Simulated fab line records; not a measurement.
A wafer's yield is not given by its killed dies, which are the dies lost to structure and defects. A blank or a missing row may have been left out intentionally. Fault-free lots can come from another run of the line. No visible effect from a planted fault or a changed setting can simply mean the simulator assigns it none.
fab line records	flow sky130	part 1 of 2: steps 1 to 42 of 43
record: lots: 6	wafers: 18	last_day: 49
route steps=708 shown VIA3@577 METAL4@598 CAP2M@603 PAD_OPEN@708
lots untouched by any fault: they come from a run of this same line in which no faults occurred
start_h: hours from the record's opening day to when the first of the lot's shown wafers began	wait_h: hours since the lot's step before	" repeats the value in the row above	L1.1+2: a single row standing in for several wafers	- no value present, or no start provided	* or withheld: withheld	< > ~ a bound
route shown NAME@n: a module of which the file shows steps, and the number in the route of the first	usual: mean and standard deviation over wafers with no fault	same: alike in all rows	chamber/n: place in a boat	sites: each site's reading	_std_site: the values' standard deviation	_edge_site: mean of outer sites minus mean of inner sites	radius_mm: for every site, how far away it sits from the centre of the wafer	mask NAME#n: copy n	behind: the tool/chamber that last shaped the wafer	hold: what put the lot on hold/how long, in hours/how the hold closed	device: which transistor (n, p or np) failed to switch	end of line: at the end of the route, the tests of the same wafers	for a step that has no rows: nothing shown but its recipe	killed: the dies lost at the first sort to structure and to defects; this is not the yield of the wafer	map: shows each die of a wafer: x if killed, . if not, _ if none is there
set.NAME: the setting the step ran with; set.NAME@STEP: the setting that earlier step ran with	model.NAME: the simulator's own value behind a step, which no gauge read
lots at some steps of the route; a table a step, a row a wafer
services: the hour from which a tool's chamber was out of use, counted from the record's first day as start_h (under 0 if before that day), plus the number of hours and why
== steps ==
step: SKY_VIA3_DEHYDRATE_04
recipe: temp_c: 200	time_s: 60
step: SKY_VIA3_HMDS_05
recipe: prime_time_s: 60	prime_temp_c: 120
step: SKY_VIA3_COAT_06
recipe: resist: BARC	temp_c: withheld	time_s: withheld	spin_rpm: 3000	resist_thk_nm: 60
step: SKY_VIA3_COAT_07
recipe: resist: KrF-thick	spin_rpm: 3000	resist_thk_nm: 450
step: SKY_VIA3_SOFTBAKE_08
recipe: temp_c: 100	time_s: 90	resist: KrF-thick
step: SKY_VIA3_EXPOSE_09
recipe: mask_id: VIM3	na: 0.8	source_shape: annular	sigma_inner: 0.55	sigma_outer: 0.85	target_cd_nm: 200	dose_mj: 38
step: SKY_VIA3_PEB_10
recipe: peb_temp_c: withheld	peb_time_s: withheld	resist: KrF-thick
step: SKY_VIA3_DEVELOP_11
recipe: develop_time_s: 60	resist: KrF-thick	dev_temp_c: 21
step: SKY_VIA3_CD_MEAS_12
recipe: target_cd_nm: 200
usual: cd_nm: 199.9/1.2
lot.wafer	tool	chamber	start_h	wait_h	cd_nm
L716.1	cd_sem-02	-	960.33	-	199.2
L716.2	"	-	"	"	199.0
L716.3	"	-	"	"	200.8
L718.2	cd_sem-02	-	965.51	-	198.4
L718.3	"	-	"	"	197.8
L718.5	"	-	"	"	196.8
L722.3	cd_sem-01	-	995.27	-	201.7
L722.4	"	-	"	"	200.6
L722.6	"	-	"	"	201.0
L724.1	cd_sem-02	-	1012.28	-	199.2
L724.2	"	-	"	"	200.0
L724.3	"	-	"	"	199.2
L725.1	cd_sem-01	-	1022.15	-	200.4
L725.3	"	-	"	"	199.0
L725.5	"	-	"	"	200.0
L733.1	cd_sem-01	-	1065.84	-	201.4
L733.2	"	-	"	"	200.0
L733.5	"	-	"	"	200.5
step: SKY_VIA3_OVL_MEAS_13
usual: VIA3_OVL: -1/5
lot.wafer	tool	chamber	start_h	wait_h	VIA3_OVL[nm]
L716.1	overlay-01	-	960.45	0.1	1
L716.2	"	-	"	"	-2
L716.3	"	-	"	"	-2
L718.2	overlay-02	-	965.62	0.1	2
L718.3	"	-	"	"	6
L718.5	"	-	"	"	2
L722.3	overlay-01	-	995.36	0.1	7
L722.4	"	-	"	"	4
L722.6	"	-	"	"	7
L724.1	overlay-02	-	1012.40	0.1	3
L724.2	"	-	"	"	-4
L724.3	"	-	"	"	1
L725.1	overlay-01	-	1022.27	0.1	-3
L725.3	"	-	"	"	0
L725.5	"	-	"	"	5
L733.1	overlay-02	-	1065.96	0.1	2
L733.2	"	-	"	"	3
L733.5	"	-	"	"	-5
step: SKY_VIA3_ETCH_14
recipe: chemistry: N2/H2	target: BARC	ion_energy_ev: 200	source_w: 500	bias_w: 100	pressure_mtorr: 30	n2_flow_sccm: 100	h2_flow_sccm: 200	stop_on: SiO2	time_s: 45.9	target_depth_a: 600
step: SKY_VIA3_ETCH_15
recipe: target: SiO2	chemistry: C4F8/O2/Ar	target_depth_nm: 507	stop_on: TiN	mask_material: KrF-thick	source_w: 1500	bias_w: 1200	pressure_mtorr: 40	c4f8_flow_sccm: withheld	O2_flow_sccm: 6	Ar_flow_sccm: 300	time_s: 78
usual: oes_product_au: 0.945/0.0042
lot.wafer	tool	chamber	start_h	wait_h	oes_product_au	rf_hours_counter_h
L716.1	rie_diel-01	0	960.53	0.0	0.941	7
L716.2	"	3	"	"	0.946	3
L716.3	"	1	"	"	0.946	22
L718.2	rie_diel-02	2	965.69	0.0	0.947	24
L718.3	"	3	"	"	0.940	18
L718.5	"	0	"	"	0.946	-
L722.3	rie_diel-02	3	995.43	0.0	0.941	19
L722.4	"	2	"	"	0.946	25
L722.6	"	0	"	"	0.942	-
L724.1	rie_diel-01	0	1012.48	0.0	0.946	9
L724.2	"	3	"	"	0.949	5
L724.3	"	1	"	"	0.955	24
L725.1	rie_diel-01	2	1022.35	0.0	0.945	23
L725.3	"	1	"	"	0.944	24
L725.5	"	3	"	"	0.943	-
L733.1	rie_diel-03	0	1066.04	0.0	0.940	20
L733.2	"	2	"	"	0.949	10
L733.5	"	2	"	"	0.940	-
step: SKY_VIA3_STRIP_16
recipe: chemistry: O2/N2	power_w: 1400	pressure_mtorr: 1500	platen_temp_c: withheld	o2_flow_sccm: 3000	n2_flow_sccm: 300	overash_fraction: 0.5
usual: drypump_motor_current_A: 5.96/0.29	oes_product_au: 0.401/0.0047	strip_time_to_endpoint_s: 4.12/0.037
lot.wafer	tool	chamber	start_h	wait_h	drypump_motor_current_A	oes_product_au	rf_hours_counter_h	strip_time_to_endpoint_s
L716.1	plasma_asher-02	1	960.59	0.0	6.03	0.409	26	4.19
L716.2	"	0	"	"	5.79	0.395	26	4.11
L716.3	"	1	"	"	6.04	0.398	-	4.17
L718.2	plasma_asher-02	0	965.75	0.0	5.79	0.406	26	4.16
L718.3	"	0	"	"	5.83	0.403	-	4.15
L718.5	"	0	"	"	5.81	0.403	-	4.13
L722.3	plasma_asher-01	1	995.52	0.1	5.32	0.407	-	4.15
L722.4	"	0	"	"	5.72	0.405	-	4.16
L722.6	"	0	"	"	5.69	0.397	-	4.12
L724.1	plasma_asher-01	1	1012.54	0.0	5.32	0.399	113	4.15
L724.2	"	0	"	"	5.68	0.418	113	4.07
L724.3	"	1	"	"	5.30	0.400	-	4.13
L725.1	plasma_asher-01	0	1022.41	0.0	5.68	0.406	114	4.09
L725.3	"	0	"	"	5.65	0.400	-	4.12
L725.5	"	1	"	"	5.33	0.408	-	4.08
L733.1	plasma_asher-03	1	1066.10	0.0	6.23	0.401	99	4.20
L733.2	"	0	"	"	6.21	0.407	99	4.16
L733.5	"	1	"	"	6.24	0.407	-	4.15
step: SKY_VIA3_STRIP_17
recipe: chemistry: post_etch_residue_remover	time_s: 1200	temp_c: 72.5
step: SKY_VIA3_CLEAN_18
recipe: chemistry: IPA	time_s: 180	temp_c: 25
step: SKY_VIA3_CLEAN_19
recipe: chemistry: O3/DIW	dry: n2_spin
step: SKY_VIA3_SPUTTER_20
recipe: material: TiN	target_thk_nm: 20	chamber_pressure_pa: 5	power_w: 4000	time_s: 80
usual: throttle_valve_pct: 30.1/0.99
lot.wafer	tool	chamber	start_h	wait_h	throttle_valve_pct
L716.1	pvd_sputter-01	-	961.19	0.0	31.2
L716.2	"	-	"	"	28.2
L716.3	"	-	"	"	29.2
L718.2	pvd_sputter-01	-	966.35	0.0	31.2
L718.3	"	-	"	"	28.3
L718.5	"	-	"	"	28.7
L722.3	pvd_sputter-02	-	996.09	0.0	30.9
L722.4	"	-	"	"	29.4
L722.6	"	-	"	"	31.2
L724.1	pvd_sputter-02	-	1013.13	0.0	29.8
L724.2	"	-	"	"	31.3
L724.3	"	-	"	"	30.0
L725.1	pvd_sputter-01	-	1023.00	0.0	31.2
L725.3	"	-	"	"	31.5
L725.5	"	-	"	"	31.1
L733.1	pvd_sputter-02	-	1066.72	0.0	30.7
L733.2	"	-	"	"	29.6
L733.5	"	-	"	"	31.4
step: SKY_VIA3_CVD_21
recipe: material: W	target_thk_nm: 390	time_s: 117.31	temp_c: 400	pressure_torr: 40
usual: chamber_pressure_Torr: 40.00/0.08	heater_power_w: 940/130
lot.wafer	tool	chamber	start_h	wait_h	chamber_pressure_Torr	heater_power_w
L716.1	cvd_w-01	1	961.25	0.0	40.00	784
L716.2	"	0	"	"	40.04	887
L716.3	"	1	"	"	40.02	768
L718.2	cvd_w-01	1	966.41	0.0	40.17	786
L718.3	"	0	"	"	39.98	855
L718.5	"	0	"	"	40.03	849
L722.3	cvd_w-01	1	996.19	0.1	39.96	777
L722.4	"	0	"	"	40.02	870
L722.6	"	1	"	"	39.94	784
L724.1	cvd_w-01	0	1013.19	0.0	40.09	856
L724.2	"	1	"	"	39.89	792
L724.3	"	0	"	"	40.15	863
L725.1	cvd_w-02	0	1023.06	0.0	40.00	1111
L725.3	"	0	"	"	40.09	1121
L725.5	"	0	"	"	39.96	1128
L733.1	cvd_w-02	0	1066.78	0.0	40.08	1091
L733.2	"	1	"	"	40.12	943
L733.5	"	0	"	"	40.07	1129
step: SKY_VIA3_RS_MEAS_22
recipe: thk_meas_gauge: four-point-probe	reads: W_of_VIA3_CVD_21+TiN_of_VIA3_SPUTTER_20
usual: VIA3_W_RS: 0.294/0.0039
lot.wafer	tool	chamber	start_h	wait_h	VIA3_W_RS[ohm/sq]
L716.1	film_metro-01	-	961.37	0.1	0.297
L716.2	"	-	"	"	0.292
L716.3	"	-	"	"	0.295
L718.2	film_metro-04	-	966.56	0.1	0.295
L718.3	"	-	"	"	0.293
L718.5	"	-	"	"	0.294
L722.3	film_metro-02	-	996.31	0.1	0.297
L722.4	"	-	"	"	0.293
L722.6	"	-	"	"	0.296
L724.1	film_metro-04	-	1013.32	0.1	0.289
L724.2	"	-	"	"	0.293
L724.3	"	-	"	"	0.293
L725.1	film_metro-04	-	1023.18	0.1	0.300
L725.3	"	-	"	"	0.301
L725.5	"	-	"	"	0.301
L733.1	film_metro-04	-	1066.90	0.1	0.297
L733.2	"	-	"	"	0.290
L733.5	"	-	"	"	0.295
step: SKY_VIA3_THK_MEAS_23
recipe: thk_meas_gauge: xrf	reads: W_of_VIA3_CVD_21
usual: VIA3_W_THK: 398/5.9
lot.wafer	tool	chamber	start_h	wait_h	VIA3_W_THK[nm]
L716.1	film_metro-01	-	961.49	0.1	400
L716.2	"	-	"	"	402
L716.3	"	-	"	"	399
L718.2	film_metro-04	-	966.67	0.1	400
L718.3	"	-	"	"	402
L718.5	"	-	"	"	400
L722.3	film_metro-02	-	996.41	0.1	393
L722.4	"	-	"	"	399
L722.6	"	-	"	"	393
L724.1	film_metro-04	-	1013.44	0.1	406
L724.2	"	-	"	"	404
L724.3	"	-	"	"	402
L725.1	film_metro-04	-	1023.30	0.1	390
L725.3	"	-	"	"	390
L725.5	"	-	"	"	391
L733.1	film_metro-04	-	1067.02	0.1	395
L733.2	"	-	"	"	404
L733.5	"	-	"	"	399
step: SKY_VIA3_CMP_24
recipe: stop_on: SiO2	t_overpolish_s: 20	down_force_psi: 3.5	platen_rpm: 60	target_thk_nm: 0	pad_velocity_m_s: 0.94248
step: SKY_METAL4_SPUTTER_00
recipe: material: Ti	target_thk_nm: 15	power_w: 3000	time_s: 10	chamber_pressure_pa: 0.4
step: SKY_METAL4_SPUTTER_01
recipe: material: TiN	target_thk_nm: 20	power_w: 6500	time_s: 16.7	chamber_pressure_pa: 0.4
step: SKY_METAL4_SPUTTER_02
recipe: material: AlCu	target_thk_nm: 735	power_w: 10600	time_s: 39.1	chamber_pressure_pa: 0.4
step: SKY_METAL4_SPUTTER_03
recipe: material: Ti	target_thk_nm: 5	power_w: 3000	time_s: 3.3	chamber_pressure_pa: 0.4
usual: throttle_valve_pct: 29.6/1.1
lot.wafer	tool	chamber	start_h	wait_h	throttle_valve_pct
L716.1	pvd_sputter-03	-	961.94	0.0	28.6
L716.2	"	-	"	"	30.4
L716.3	"	-	"	"	29.2
L718.2	pvd_sputter-03	-	967.10	0.0	28.4
L718.3	"	-	"	"	31.6
L718.5	"	-	"	"	28.4
L722.3	pvd_sputter-01	-	996.84	0.0	31.4
L722.4	"	-	"	"	28.4
L722.6	"	-	"	"	31.2
L724.1	pvd_sputter-04	-	1013.88	0.0	28.7
L724.2	"	-	"	"	29.8
L724.3	"	-	"	"	29.4
L725.1	pvd_sputter-01	-	1023.75	0.0	29.1
L725.3	"	-	"	"	28.2
L725.5	"	-	"	"	31.3
L733.1	pvd_sputter-03	-	1067.47	0.0	28.3
L733.2	"	-	"	"	30.4
L733.5	"	-	"	"	29.1
step: SKY_METAL4_SPUTTER_04
recipe: material: TiN	target_thk_nm: 70	power_w: 6500	time_s: 58.3	chamber_pressure_pa: 0.4
step: SKY_CAP2M_CVD_00
recipe: material: SiO2	target_thk_nm: 15.5	temp_c: 400	time_s: withheld	rf_w: 450
step: SKY_CAP2M_THK_MEAS_01
recipe: reads: SiO2_of_CAP2M_CVD_00
usual: CAP2M_CVD_00_THK: 15.41/0.24
lot.wafer	tool	chamber	start_h	wait_h	CAP2M_CVD_00_THK[nm]
L716.1	film_metro-02	-	962.03	-	15.30
L716.2	"	-	"	"	15.38
L716.3	"	-	"	"	15.35
L718.2	film_metro-02	-	967.20	-	15.55
L718.3	"	-	"	"	15.38
L718.5	"	-	"	"	15.58
L722.3	film_metro-04	-	996.95	-	15.35
L722.4	"	-	"	"	15.85
L722.6	"	-	"	"	15.78
L724.1	film_metro-02	-	1013.97	-	15.11
L724.2	"	-	"	"	15.42
L724.3	"	-	"	"	15.25
L725.1	film_metro-03	-	1023.84	-	14.88
L725.3	"	-	"	"	14.96
L725.5	"	-	"	"	15.48
L733.1	film_metro-04	-	1067.56	-	15.21
L733.2	"	-	"	"	15.06
L733.5	"	-	"	"	15.10
step: SKY_CAP2M_SPUTTER_02
recipe: material: TiN	target_thk_nm: 200	temp_c: 300	power_w: 6500	time_s: 166.7	chamber_pressure_pa: 0.4
step: SKY_CAP2M_RS_MEAS_03
recipe: thk_meas_gauge: four-point-probe	reads: TiN_of_CAP2M_SPUTTER_02
usual: CAP2M_TIN_RS: 6.90/0.12
lot.wafer	tool	chamber	start_h	wait_h	CAP2M_TIN_RS[ohm/sq]
L716.1	film_metro-04	-	962.20	0.1	7.31
L716.2	"	-	"	"	7.18
L716.3	"	-	"	"	7.14
L718.2	film_metro-04	-	967.38	0.1	6.72
L718.3	"	-	"	"	6.76
L718.5	"	-	"	"	6.84
L722.3	film_metro-03	-	997.14	0.1	6.99
L722.4	"	-	"	"	6.94
L722.6	"	-	"	"	6.97
L724.1	film_metro-02	-	1014.14	0.1	6.86
L724.2	"	-	"	"	6.78
L724.3	"	-	"	"	6.85
L725.1	film_metro-04	-	1024.01	0.1	6.74
L725.3	"	-	"	"	6.78
L725.5	"	-	"	"	6.83
L733.1	film_metro-04	-	1067.73	0.1	6.95
L733.2	"	-	"	"	6.89
L733.5	"	-	"	"	6.96
step: SKY_CAP2M_THK_MEAS_04
recipe: thk_meas_gauge: xrf	reads: TiN_of_CAP2M_SPUTTER_02
usual: CAP2M_TIN_THK: 204/3.4
lot.wafer	tool	chamber	start_h	wait_h	CAP2M_TIN_THK[nm]
L716.1	film_metro-04	-	962.32	0.1	193
L716.2	"	-	"	"	196
L716.3	"	-	"	"	197
L718.2	film_metro-04	-	967.49	0.1	209
L718.3	"	-	"	"	209
L718.5	"	-	"	"	207
L722.3	film_metro-03	-	997.24	0.1	201
L722.4	"	-	"	"	201
L722.6	"	-	"	"	201
L724.1	film_metro-02	-	1014.26	0.1	206
L724.2	"	-	"	"	208
L724.3	"	-	"	"	206
L725.1	film_metro-04	-	1024.13	0.1	209
L725.3	"	-	"	"	207
L725.5	"	-	"	"	207
L733.1	film_metro-04	-	1067.85	0.1	203
L733.2	"	-	"	"	204
L733.5	"	-	"	"	202
step: SKY_CAP2M_DEHYDRATE_05
recipe: temp_c: 200	time_s: 60
step: SKY_CAP2M_HMDS_06
recipe: prime_time_s: 60	prime_temp_c: 120
step: SKY_CAP2M_COAT_07
recipe: resist: NOVOLAK	spin_rpm: 3000	resist_thk_nm: 1140
step: SKY_CAP2M_SOFTBAKE_08
recipe: temp_c: 90	time_s: 60	resist: NOVOLAK
step: SKY_CAP2M_EXPOSE_09
recipe: mask_id: CAP2M	na: 0.6	source_shape: conventional	sigma_outer: 0.6	polarization: unpolarized	target_cd_nm: 1000	dose_mj: 159
step: SKY_CAP2M_PEB_10
recipe: temp_c: withheld	time_s: *	resist: NOVOLAK
step: SKY_CAP2M_DEVELOP_11
recipe: resist: NOVOLAK	developer: TMAH	develop_time_s: 60	dev_temp_c: 23
step: SKY_CAP2M_OVL_MEAS_12
usual: CAP2M_OVL: -0.3/1.3
lot.wafer	tool	chamber	start_h	wait_h	CAP2M_OVL[nm]
L716.1	overlay-01	-	985.44	0.1	-0.9
L716.2	"	-	"	"	0.1
L716.3	"	-	"	"	-1.5
L718.2	overlay-01	-	990.90	0.1	-1.2
L718.3	"	-	"	"	-1.5
L718.5	"	-	"	"	-0.5
L722.3	overlay-01	-	1020.21	0.1	-1.1
L722.4	"	-	"	"	-1.1
L722.6	"	-	"	"	0.5
L724.1	overlay-02	-	1036.50	0.1	0.7
L724.2	"	-	"	"	-0.3
L724.3	"	-	"	"	-0.1
L725.1	overlay-01	-	1046.54	0.1	0.2
L725.3	"	-	"	"	-0.9
L725.5	"	-	"	"	-2.2
L733.1	overlay-01	-	1089.29	0.1	0.1
L733.2	"	-	"	"	0.2
L733.5	"	-	"	"	0.2
step: SKY_CAP2M_METAL_ETCH_13
recipe: target_depth_nm: 220	stop_on: SiO2	chemistry: Cl2/BCl3	target: TiN	pressure_mtorr: 10	icp_w: 900	bias_w: 48.5	Cl2_flow_sccm: 60	bcl3_flow_sccm: 30	time_s: 62.9
usual: drypump_motor_current_A: 5.84/0.28	he_backside_leak_sccm: 3.30/0.19	oes_product_au: 0.943/0.011	throttle_valve_pct: 21.901/0.011
lot.wafer	tool	chamber	start_h	wait_h	drypump_motor_current_A	he_backside_leak_sccm	oes_product_au	rf_hours_counter_h	throttle_valve_pct
L716.1	rie_metal-03	1	985.48	0.0	5.96	3.28	0.910	13	21.920
L716.2	"	0	"	"	5.62	3.18	0.922	16	21.905
L716.3	"	1	"	"	5.96	3.27	0.925	-	21.924
L718.2	rie_metal-03	1	990.93	0.0	5.99	3.37	0.952	13	21.907
L718.3	"	0	"	"	5.60	3.30	0.959	-	21.899
L718.5	"	0	"	"	5.62	3.18	0.960	-	21.903
L722.3	rie_metal-04	1	1020.26	0.0	5.36	3.26	0.940	-	21.907
L722.4	"	0	"	"	6.31	3.19	0.940	-	21.903
L722.6	"	0	"	"	6.37	3.15	0.938	-	21.893
L724.1	rie_metal-01	0	1036.53	0.0	5.95	3.17	0.940	16	21.910
L724.2	"	1	"	"	5.92	3.37	0.960	0	21.893
L724.3	"	1	"	"	5.91	3.43	0.948	-	21.910
L725.1	rie_metal-01	0	1046.58	0.0	5.94	3.21	0.956	16	21.889
L725.3	"	0	"	"	5.93	3.13	0.941	-	21.895
L725.5	"	1	"	"	5.93	3.46	0.948	-	21.892
L733.1	rie_metal-04	0	1089.32	0.0	6.29	3.20	0.936	8	21.897
L733.2	"	1	"	"	5.37	3.28	0.941	11	21.913
L733.5	"	1	"	"	5.38	3.04	0.937	-	21.910
step: SKY_CAP2M_STRIP_14
recipe: chemistry: O2/N2	power_w: 1400	pressure_mtorr: 1500	platen_temp_c: withheld	o2_flow_sccm: 3000	n2_flow_sccm: 300	overash_fraction: 0.5
step: SKY_CAP2M_STRIP_15
recipe: chemistry: post_etch_residue_remover	time_s: 1200	temp_c: 72.5
